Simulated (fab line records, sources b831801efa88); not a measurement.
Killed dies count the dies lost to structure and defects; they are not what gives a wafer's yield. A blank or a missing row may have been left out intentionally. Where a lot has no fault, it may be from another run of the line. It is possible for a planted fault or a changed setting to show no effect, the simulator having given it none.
Which of the tools did it? | flow sky130 | 39 wafers from 13 lots sampled at 6 of the route's 708 steps

WHAT EACH GAUGE READ, for each wafer
SKY_LOCAL_INTERCONNECT_RS_MEAS_01: a four-point-probe measurement.
lot  | measured     | on            | LOCAL_INTERCONNECT_TIN_RS (ohm/sq)
L287 | day 29 06:52 | film-metro-04 | 13.92 13.79 13.95
L288 | day 29 12:37 | film-metro-04 | 14.15 14.17 13.97
L289 | day 30 04:49 | film-metro-02 | 14.35 14.12 14.41
L291 | day 30 21:14 | film-metro-02 | 14.31 14.28 14.18
L292 | day 31 18:41 | film-metro-04 | 13.96 14.18 14.03
L293 | day 31 21:12 | film-metro-03 | 14.19 14.30 14.13
L294 | day 31 21:47 | film-metro-03 | 14.18 14.39 14.43
L296 | day 32 11:43 | film-metro-03 | 14.00 14.16 14.11
L303 | day 34 17:56 | film-metro-04 | 13.99 9.35 14.01
L305 | day 35 13:04 | film-metro-02 | 14.34 14.30 14.40
L307 | day 35 18:14 | film-metro-02 | 14.13 14.47 14.46
L309 | day 36 10:07 | film-metro-02 | 14.23 14.28 14.05
L308 | day 36 10:20 | film-metro-02 | 14.16 13.91 14.13

SKY_LOCAL_INTERCONNECT_THK_MEAS_02: measures by xrf.
lot  | measured     | on            | LOCAL_INTERCONNECT_TIN_THK (nm)
L287 | day 29 06:59 | film-metro-04 | 100.5 101.4 100.4
L288 | day 29 12:43 | film-metro-04 | 98.6 98.9 100.2
L289 | day 30 04:56 | film-metro-02 | 97.8 99.4 97.4
L291 | day 30 21:22 | film-metro-02 | 98.0 98.3 99.2
L292 | day 31 18:49 | film-metro-04 | 99.8 98.5 99.6
L293 | day 31 21:18 | film-metro-03 | 99.8 98.9 100.4
L294 | day 31 21:53 | film-metro-03 | 99.8 98.4 98.0
L296 | day 32 11:50 | film-metro-03 | 101.3 99.7 100.1
L303 | day 34 18:02 | film-metro-04 | 99.7 146.6 99.7
L305 | day 35 13:11 | film-metro-02 | 98.1 98.3 97.9
L307 | day 35 18:21 | film-metro-02 | 99.3 97.1 97.1
L309 | day 36 10:13 | film-metro-02 | 98.6 98.3 100.0
L308 | day 36 10:27 | film-metro-02 | 99.2 100.9 99.5

EACH LOT AND THE TOOL THAT RAN IT (in order: tool; ch and the chambers of the sampled wafers; start)
lot  | SKY_LI_CONTACT_ETCH_14             | SKY_LI_CONTACT_SPUTTER_19    | SKY_LI_CONTACT_CVD_21         | SKY_LOCAL_INTERCONNECT_SPUTTER_00
L287 | rie-diel-04 ch 1,2, day 29 05:38   | pvd-sputter-01, day 29 06:03 | cvd-w-01 ch 0,1, day 29 06:11 | pvd-sputter-02, day 29 06:47
L288 | rie-diel-04 ch 0,1,2, day 29 11:22 | pvd-sputter-04, day 29 11:47 | cvd-w-01 ch 0,1, day 29 11:55 | pvd-sputter-03, day 29 12:32
L289 | rie-diel-03 ch 0,2,3, day 30 03:35 | pvd-sputter-02, day 30 04:00 | cvd-w-02 ch 0,1, day 30 04:08 | pvd-sputter-04, day 30 04:46
L291 | rie-diel-04 ch 0,1,3, day 30 19:52 | pvd-sputter-04, day 30 20:19 | cvd-w-01 ch 0,1, day 30 20:27 | pvd-sputter-04, day 30 21:10
L292 | rie-diel-03 ch 0,2, day 31 17:28   | pvd-sputter-01, day 31 17:53 | cvd-w-02 ch 0,1, day 31 18:01 | pvd-sputter-04, day 31 18:38
L293 | rie-diel-04 ch 0,2, day 31 19:55   | pvd-sputter-01, day 31 20:21 | cvd-w-01 ch 0,1, day 31 20:32 | pvd-sputter-03, day 31 21:05
L294 | rie-diel-03 ch 1,3, day 31 20:31   | pvd-sputter-04, day 31 20:56 | cvd-w-01 ch 0,1, day 31 21:07 | pvd-sputter-04, day 31 21:41
L296 | rie-diel-02 ch 0,1,3, day 32 10:28 | pvd-sputter-04, day 32 10:54 | cvd-w-02 ch 0,1, day 32 11:02 | pvd-sputter-03, day 32 11:38
L303 | rie-diel-02 ch 0,1,2, day 34 16:41 | pvd-sputter-04, day 34 17:06 | cvd-w-02 ch 0,1, day 34 17:14 | pvd-sputter-03, day 34 17:50
L305 | rie-diel-02 ch 0,2,3, day 35 11:49 | pvd-sputter-01, day 35 12:15 | cvd-w-02 ch 0,1, day 35 12:23 | pvd-sputter-04, day 35 13:00
L307 | rie-diel-03 ch 0,2,3, day 35 16:58 | pvd-sputter-02, day 35 17:25 | cvd-w-02 ch 0,1, day 35 17:34 | pvd-sputter-04, day 35 18:10
L309 | rie-diel-03 ch 0,1,2, day 36 08:49 | pvd-sputter-02, day 36 09:16 | cvd-w-01 ch 0,1, day 36 09:26 | pvd-sputter-04, day 36 10:01
L308 | rie-diel-02 ch 0,2, day 36 08:53   | pvd-sputter-01, day 36 09:21 | cvd-w-02 ch 0,1, day 36 09:29 | pvd-sputter-02, day 36 10:16
- SKY_LI_CONTACT_ETCH_14: etches BARC in N2/H2, stops on SiO2, time 45.9 s, target depth 60 nm.
- SKY_LI_CONTACT_SPUTTER_19: material Ti, target thk 20 nm, time 106.37 s.
- SKY_LI_CONTACT_CVD_21: deposits W, target thk 400 nm, time 120.56 s.
- SKY_LOCAL_INTERCONNECT_SPUTTER_00: material TiN, target thk 100 nm, time 83.3 s.

AS READ BY THE TOOLS THEMSELVES (means over the sampled wafers that have a number; for cases with no such wafer, the mark the record gives instead)
SKY_LI_CONTACT_ETCH_14.
lot  | tool        | chamber-pressure-mTorr (mTorr) | drypump-motor-current-A (A) | oes-product-au (a.u.) | throttle-valve-pct (%)
L287 | rie-diel-04 | 30.031                         | 6.19                        | 0.855                 | 13.231
L288 | rie-diel-04 | 30.028                         | 5.95                        | 0.850                 | 13.224
L289 | rie-diel-03 | 30.017                         | 5.99                        | 0.853                 | 13.223
L291 | rie-diel-04 | 30.008                         | 5.93                        | 0.857                 | 13.229
L292 | rie-diel-03 | 30.004                         | 5.94                        | 0.859                 | 13.218
L293 | rie-diel-04 | 29.983                         | 5.79                        | 0.858                 | 13.226
L294 | rie-diel-03 | 29.986                         | 5.94                        | 0.854                 | 13.220
L296 | rie-diel-02 | 30.023                         | 5.98                        | 0.855                 | 13.221
L303 | rie-diel-02 | 30.026                         | 6.01                        | 0.856                 | 13.227
L305 | rie-diel-02 | 29.990                         | 6.04                        | 0.856                 | 13.229
L307 | rie-diel-03 | 30.018                         | 5.96                        | 0.856                 | 13.223
L309 | rie-diel-03 | 29.998                         | 5.94                        | 0.854                 | 13.233
L308 | rie-diel-02 | 30.024                         | 6.05                        | 0.858                 | 13.225

SKY_LI_CONTACT_SPUTTER_19.
lot  | tool           | cathode-dc-power-W (W) | throttle-valve-pct (%)
L287 | pvd-sputter-01 | 2500.1                 | 29.8
L288 | pvd-sputter-04 | 2500.1                 | 30.3
L289 | pvd-sputter-02 | 2500.1                 | 29.8
L291 | pvd-sputter-04 | 2499.7                 | 29.1
L292 | pvd-sputter-01 | 2499.6                 | 30.5
L293 | pvd-sputter-01 | 2499.5                 | 29.9
L294 | pvd-sputter-04 | 2500.0                 | 28.6
L296 | pvd-sputter-04 | 2500.2                 | 31.0
L303 | pvd-sputter-04 | 2500.1                 | 30.1
L305 | pvd-sputter-01 | 2500.1                 | 30.7
L307 | pvd-sputter-02 | 2500.5                 | 29.9
L309 | pvd-sputter-02 | 2500.0                 | 28.8
L308 | pvd-sputter-01 | 2500.2                 | 29.8

SKY_LI_CONTACT_CVD_21.
lot  | tool     | heater-power-w (W)
L287 | cvd-w-01 | 761
L288 | cvd-w-01 | 809
L289 | cvd-w-02 | 751
L291 | cvd-w-01 | 765
L292 | cvd-w-02 | 756
L293 | cvd-w-01 | 814
L294 | cvd-w-01 | 771
L296 | cvd-w-02 | 720
L303 | cvd-w-02 | 728
L305 | cvd-w-02 | 716
L307 | cvd-w-02 | 761
L309 | cvd-w-01 | 824
L308 | cvd-w-02 | 710

SKY_LOCAL_INTERCONNECT_SPUTTER_00.
lot  | tool           | cathode-dc-power-W (W) | throttle-valve-pct (%)
L287 | pvd-sputter-02 | 6500.9                 | 29.7
L288 | pvd-sputter-03 | 6500.0                 | 29.5
L289 | pvd-sputter-04 | 6499.7                 | 30.1
L291 | pvd-sputter-04 | 6500.0                 | 29.6
L292 | pvd-sputter-04 | 6500.8                 | 29.2
L293 | pvd-sputter-03 | 6499.3                 | 29.1
L294 | pvd-sputter-04 | 6500.7                 | 29.8
L296 | pvd-sputter-03 | 6499.7                 | 29.9
L303 | pvd-sputter-03 | 7528.0                 | 28.7
L305 | pvd-sputter-04 | 6499.8                 | 29.3
L307 | pvd-sputter-04 | 6499.8                 | 29.3
L309 | pvd-sputter-04 | 6500.3                 | 29.3
L308 | pvd-sputter-02 | 6501.0                 | 29.1

THE ANSWER, worked out from the rows above alone
Rule: the lots themselves supply what counts as usual. The widest of any qualifying gaps counts: lots, ordered by their means at a reading, are off when they make up no more than a third of the lots, leave a main group of 4 or more, and stand apart from it by 3 or more times the standard deviation of that group's means. A main group is skipped when, at the precision printed for the reading in the tables above, its means are all equal. A lot without any number at a reading at which 4 lots or more have one is off too. Any other lot the step has rows for is counted as sound. The gauges are gone through in route order, then the tools' own readings, and for those a lot's mean is taken as printed above. At the first step where some lot is off, the reading lying furthest off is the one used; lots without a number count as furthest.
Off: at SKY_LOCAL_INTERCONNECT_RS_MEAS_01 (LOCAL_INTERCONNECT_TIN_RS), L303. For the main group the mean is 14.18 ohm/sq and the standard deviation 0.14.
If a tool, at a process step before that reading, ran all the lots that are off and no sound lot after the first of them, it fits. The gauges at SKY_LOCAL_INTERCONNECT_RS_MEAS_01 aren't tried: what is off there is off at SKY_LOCAL_INTERCONNECT_SPUTTER_00 too, on other tools, and a gauge's error can't cause that. Undecided on this evidence; 2 tools fit (pvd-sputter-04 at SKY_LI_CONTACT_SPUTTER_19, pvd-sputter-03 at SKY_LOCAL_INTERCONNECT_SPUTTER_00).

WHAT THE SIMULATOR HAD PUT IN
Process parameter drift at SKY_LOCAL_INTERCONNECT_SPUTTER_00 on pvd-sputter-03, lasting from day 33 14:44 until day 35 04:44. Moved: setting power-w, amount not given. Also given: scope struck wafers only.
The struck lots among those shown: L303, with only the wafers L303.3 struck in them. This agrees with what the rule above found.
